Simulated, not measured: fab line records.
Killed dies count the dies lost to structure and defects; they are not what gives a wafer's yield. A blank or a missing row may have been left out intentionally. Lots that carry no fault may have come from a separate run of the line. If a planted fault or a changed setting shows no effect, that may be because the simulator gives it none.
Which of the tools did it? ; flow sky130 ; 11 lots, 33 wafers sampled, at 3 steps of a route of 708

## WHAT THE GAUGES READ, wafer by wafer
SKY_SD_N_TW_MEAS_12.
lot;measured;on;SD_N_TW
L108;day 29 08:31;film metro-03;3912 3895 3896
L110;day 29 11:13;film metro-04;3975 3946 3969
L112;day 30 10:45;film metro-01;4029 4027 4040
L117;day 31 09:01;film metro-01;4048 4038 4024
L118;day 32 00:33;film metro-03;3914 3950 3918
L119;day 32 02:06;film metro-03;3656 3638 3649
L121;day 32 16:10;film metro-03;3663 3680 3672
L122;day 33 10:33;film metro-03;3662 3663 3660
L125;day 34 05:48;film metro-04;4001 4021 4013
L128;day 34 23:00;film metro-03;3942 3905 3909
L129;day 35 09:07;film metro-01;4059 4048 4043

## TOOL THAT RAN EACH LOT (tool first, then ch and the chambers of the sampled wafers, then the start)
lot;SKY_SD_N_IMPLANT_09;SKY_SD_N_STRIP_11
L108;implanter-04 ch 0, day 29 08:07;plasma asher-01 ch 0,1, day 29 08:24
L110;implanter-02 ch 0, day 29 10:50;plasma asher-01 ch 0,1, day 29 11:06
L112;implanter-03 ch 0, day 30 10:21;plasma asher-01 ch 0,1, day 30 10:39
L117;implanter-03 ch 0, day 31 08:38;plasma asher-04 ch 0,1, day 31 08:54
L118;implanter-03 ch 0, day 32 00:09;plasma asher-03 ch 0,1, day 32 00:27
L119;implanter-03 ch 0, day 32 01:42;plasma asher-04 ch 0,1, day 32 02:00
L121;implanter-03 ch 0, day 32 15:48;plasma asher-04 ch 0,1, day 32 16:05
L122;implanter-03 ch 0, day 33 10:09;plasma asher-01 ch 0,1, day 33 10:27
L125;implanter-04 ch 0, day 34 05:24;plasma asher-01 ch 0,1, day 34 05:42
L128;implanter-02 ch 0, day 34 22:36;plasma asher-03 ch 0,1, day 34 22:54
L129;implanter-02 ch 0, day 35 08:45;plasma asher-01 ch 0,1, day 35 09:02
- SKY_SD_N_IMPLANT_09
- SKY_SD_N_STRIP_11: strips in O2/N2.

## THE ANSWER, worked out from the rows above alone
Rule: the usual values come from the lots themselves. The widest of any qualifying gaps counts: lots, ordered by their means at a reading, are off when they make up no more than a third of the lots, leave a main group of 4 or more, and stand apart from it by 3 or more times the standard deviation of that group's means. A main group is skipped when, at the precision printed for the reading in the tables above, its means are all equal. A lot without any number at a reading at which 4 lots or more have one is off too. Any other lot the step has rows for is counted as sound.
Off: L119, L121, L122, seen at SKY_SD_N_TW_MEAS_12 (SD_N_TW). Main group: mean 3980, sd 56.
If a tool, at a process step before that reading, ran all the lots that are off and no sound lot after the first of them, it fits. Those tools and the gauges at SKY_SD_N_TW_MEAS_12 are tried in the same way. One fits: implanter-03 at SKY_SD_N_IMPLANT_09. A fault onset in the window from L118 (day 32 00:09, its last sound lot) to L119 (day 32 01:42, its first lot off) fits.

## WHAT THE SIMULATOR HAD PUT IN
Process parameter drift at SKY_SD_N_IMPLANT_09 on implanter-03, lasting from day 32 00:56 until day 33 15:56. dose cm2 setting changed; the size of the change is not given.
Struck lots among those shown: L119, L121, L122. The rule above found the same.
